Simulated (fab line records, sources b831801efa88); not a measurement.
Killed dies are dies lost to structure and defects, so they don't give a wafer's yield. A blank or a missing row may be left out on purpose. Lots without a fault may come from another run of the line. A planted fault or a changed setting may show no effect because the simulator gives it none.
Tool commonality check | flow sfq_line | 14 lots, 42 wafers sampled

WHY IT WAS OPENED
At SFQ_M2_RS_MEAS_914 the reading M2_NB_RS is flagged on 2 of 14 lots. Wafers without a fault read 0.894 ohm/sq, standard deviation 0.0095.
Rule: a lot is flagged when every wafer of it that has a number lies more than 4 standard deviations from that mean, or none has a number. The other lots count as sound.

lot  | measured     | on            | M2_NB_RS (ohm/sq), wafer by wafer | flag
L816 | day 31 04:15 | film_metro-01 | 0.886 0.879 0.887                 |
L817 | day 31 11:25 | film_metro-01 | 0.896 0.887 0.905                 |
L818 | day 32 03:24 | film_metro-03 | 0.445 0.445 0.444                 | FLAGGED
L819 | day 32 09:09 | film_metro-02 | 0.880 0.879 0.879                 |
L820 | day 32 11:34 | film_metro-01 | 0.892 0.895 0.890                 |
L824 | day 35 16:05 | film_metro-02 | 0.442 0.442 0.438                 | FLAGGED
L831 | day 38 02:52 | film_metro-03 | 0.903 0.895 0.898                 |
L832 | day 38 08:14 | film_metro-01 | 0.902 0.893 0.901                 |
L833 | day 38 11:15 | film_metro-01 | 0.903 0.905 0.901                 |
L834 | day 39 04:03 | film_metro-01 | 0.886 0.900 0.896                 |
L835 | day 39 11:21 | film_metro-01 | 0.884 0.879 0.888                 |
L836 | day 40 00:43 | film_metro-01 | 0.908 0.913 0.907                 |
L837 | day 40 03:05 | film_metro-03 | 0.901 0.903 0.905                 |
L838 | day 40 16:17 | film_metro-03 | 0.899 0.898 0.895                 |
The numbers of the flagged lots are 0.443 ohm/sq on average: -0.451 ohm/sq against the usual, or -48 standard deviations.

WHICH TOOL RAN EACH LOT
The record holds 2 process steps before the reading, out of a route of 325 steps. In each cell: the tool, then ch and the chambers that the sampled wafers went through, then the start.
lot  | flag    | SFQ_TRILAYER_L0_BARC_OPEN_METAL_ETCH_010 | SFQ_TRILAYER_M2_DEP_SPUTTER_055
L816 |         | rie_metal-04 ch 0,1, day 4 06:52         | pvd_sputter-04, day 31 04:07
L817 |         | rie_metal-04 ch 0,1, day 4 12:50         | pvd_sputter-06, day 31 11:19
L818 | FLAGGED | rie_metal-01 ch 0,1, day 4 19:32         | pvd_sputter-05, day 32 03:03
L819 |         | rie_metal-04 ch 0,1, day 5 01:32         | pvd_sputter-06, day 32 09:03
L820 |         | rie_metal-04 ch 0,1, day 5 09:56         | pvd_sputter-05, day 32 11:27
L824 | FLAGGED | rie_metal-04 ch 0,1, day 6 17:46         | pvd_sputter-04, day 35 15:44
L831 |         | rie_metal-02 ch 0,1, day 8 04:35         | pvd_sputter-05, day 38 02:44
L832 |         | rie_metal-02 ch 0, day 8 10:34           | pvd_sputter-06, day 38 08:08
L833 |         | rie_metal-01 ch 0,1, day 8 20:25         | pvd_sputter-05, day 38 11:08
L834 |         | rie_metal-02 ch 0, day 9 02:25           | pvd_sputter-04, day 39 03:56
L835 |         | rie_metal-01 ch 0,1, day 9 09:55         | pvd_sputter-05, day 39 11:16
L836 |         | rie_metal-02 ch 0,1, day 9 15:56         | pvd_sputter-06, day 40 00:35
L837 |         | rie_metal-02 ch 0,1, day 9 19:31         | pvd_sputter-05, day 40 02:59
L838 |         | rie_metal-01 ch 0,1, day 10 04:02        | pvd_sputter-05, day 40 16:11
What these steps do:
- SFQ_TRILAYER_L0_BARC_OPEN_METAL_ETCH_010: etches BARC in O2, target depth 125 nm, time 41.7 s.
- SFQ_TRILAYER_M2_DEP_SPUTTER_055: material Nb, target thk 200 nm, time 133.3 s.
- SFQ_M2_RS_MEAS_914: measures by four-point-probe.

FLAGGED OVER TOTAL, TOOL BY TOOL (the gauges that took the reading come last)
step                                     | tool           | lots run | flagged | share of the flagged lots | sound lots run after its first flagged lot
SFQ_TRILAYER_L0_BARC_OPEN_METAL_ETCH_010 | rie_metal-01   | 4        | 1       | some                      | 3 (L833,L835,L838)
SFQ_TRILAYER_L0_BARC_OPEN_METAL_ETCH_010 | rie_metal-02   | 5        | 0       | none                      | -
SFQ_TRILAYER_L0_BARC_OPEN_METAL_ETCH_010 | rie_metal-04   | 5        | 1       | some                      | 0
SFQ_TRILAYER_M2_DEP_SPUTTER_055          | pvd_sputter-04 | 3        | 1       | some                      | 1 (L834)
SFQ_TRILAYER_M2_DEP_SPUTTER_055          | pvd_sputter-05 | 7        | 1       | some                      | 6 (L820,L831,L833,L835,L837,L838)
SFQ_TRILAYER_M2_DEP_SPUTTER_055          | pvd_sputter-06 | 4        | 0       | none                      | -
SFQ_M2_RS_MEAS_914                       | film_metro-01  | 8        | 0       | none                      | -
SFQ_M2_RS_MEAS_914                       | film_metro-02  | 2        | 1       | some                      | 0
SFQ_M2_RS_MEAS_914                       | film_metro-03  | 4        | 1       | some                      | 3 (L831,L837,L838)

WHAT THE TABLE ALLOWS
No row of the table ran every flagged lot.

WHAT THE SIMULATOR HAD PUT IN
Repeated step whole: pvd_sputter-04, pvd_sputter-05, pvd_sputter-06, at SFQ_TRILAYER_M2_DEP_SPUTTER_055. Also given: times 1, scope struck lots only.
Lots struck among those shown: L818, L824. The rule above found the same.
